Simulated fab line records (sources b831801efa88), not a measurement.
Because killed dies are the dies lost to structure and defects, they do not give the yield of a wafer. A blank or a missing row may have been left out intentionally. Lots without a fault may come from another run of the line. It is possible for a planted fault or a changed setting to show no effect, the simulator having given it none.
Which of the tools did it? ; flow sfqLine ; 14 lots (42 wafers sampled), 1 step of a 325-step route

## WHAT EACH GAUGE READ, for each wafer
The record holds no reading of a measuring or inspecting step that can be judged against a usual standard deviation.

## TOOL THAT RAN EACH LOT (tool first, then ch and the chambers of the sampled wafers, then the start)
lot;SFQ_TRILAYER_JJ_CE_BARC_OPEN_RIE_150
L183;rieMetal-04 ch 0, day 55 17:50
L184;rieMetal-04 ch 0,1, day 55 20:14
L185;rieMetal-02 ch 0,1, day 56 11:31
L186;rieMetal-02 ch 1, day 56 16:19
L187;rieMetal-04 ch 0,1, day 56 21:52
L189;rieMetal-02 ch 0, day 62 12:50
L191;rieMetal-04 ch 0,1, day 63 19:28
L193;rieMetal-03 ch 0,1, day 64 22:50
L194;rieMetal-02 ch 0,1, day 65 01:14
L195;rieMetal-02 ch 0,1, day 65 10:50
L196;rieMetal-02 ch 0,1, day 65 18:14
L197;rieMetal-02 ch 0,1, day 65 19:53
L199;rieMetal-03 ch 0,1, day 66 09:52
L206;rieMetal-03 ch 1, day 68 11:04
- SFQ_TRILAYER_JJ_CE_BARC_OPEN_RIE_150: chemistry O2, target BARC, target depth 240 nm, time 80 s.

## WHAT THE TOOLS THEMSELVES READ (means of the sampled wafers that have a number; where no wafer has one, the mark that the record gives instead)
SFQ_TRILAYER_JJ_CE_BARC_OPEN_RIE_150.
lot;tool;drypumpMotorCurrentA (A);heBacksideLeakSccm (sccm);oesProductAu (a.u.);rfFwdPowerW (W)
L183;rieMetal-04;5.4;3.3;0.542;595.2
L184;rieMetal-04;5.1;3.6;0.535;592.9
L185;rieMetal-02;5.4;3.2;0.534;594.5
L186;rieMetal-02;4.8;4.3;0.536;593.5
L187;rieMetal-04;5.2;3.4;0.534;594.9
L189;rieMetal-02;5.7;4.2;0.539;593.9
L191;rieMetal-04;5.1;3.7;0.541;594.9
L193;rieMetal-03;5.8;3.5;0.541;593.3
L194;rieMetal-02;5.4;3.4;0.539;593.0
L195;rieMetal-02;5.4;3.2;0.538;594.6
L196;rieMetal-02;5.4;3.4;0.535;658.3
L197;rieMetal-02;5.4;3.4;0.538;658.3
L199;rieMetal-03;5.8;3.6;0.539;595.6
L206;rieMetal-03;6.2;3.6;0.539;595.3

## THE ANSWER, worked out from the rows above alone
Rule: what is usual is taken from the lots themselves. Put in order of their means at a reading, lots are off if they are a third of the lots or fewer, leave a main group of 4 or more, and stand apart from it by a gap of 3 or more times the standard deviation of the main group's means; of several such gaps the widest counts. A main group is skipped when, at the precision printed for the reading in the tables above, its means are all equal. Also off: a lot with no number at a reading for which 4 or more lots have one. Where the step has rows for the other lots, those lots are counted as sound. After the gauges, taken in route order, come the tools' own readings; for these a lot's mean is taken, as printed above. At the first step where some lot is off, the reading lying furthest off is the one used; lots without a number count as furthest.
Off: L196, L197 (SFQ_TRILAYER_JJ_CE_BARC_OPEN_RIE_150, rfFwdPowerW). The main group: mean 594.3 W, standard deviation 0.9.
If a tool, at that step or one of the process steps before it, ran each lot that is off and ran no sound lot following the first of them, it fits. One candidate fits, namely rieMetal-02 at SFQ_TRILAYER_JJ_CE_BARC_OPEN_RIE_150. Its last sound lot is L195 (day 65 10:50), its first lot that is off L196 (day 65 18:14): a fault that began between those two fits.
On the lots that are off, the tool's own readings at SFQ_TRILAYER_JJ_CE_BARC_OPEN_RIE_150 differ by more than 5 times the standard deviation of the sound lots' means, which bears it out; rfFwdPowerW reads 658.3 W there versus 594.3 W on the sound lots.

## WHAT THE SIMULATOR HAD PUT IN
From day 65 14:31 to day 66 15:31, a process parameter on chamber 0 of rieMetal-02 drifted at SFQ_TRILAYER_JJ_CE_BARC_OPEN_RIE_150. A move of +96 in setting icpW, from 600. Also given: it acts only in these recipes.
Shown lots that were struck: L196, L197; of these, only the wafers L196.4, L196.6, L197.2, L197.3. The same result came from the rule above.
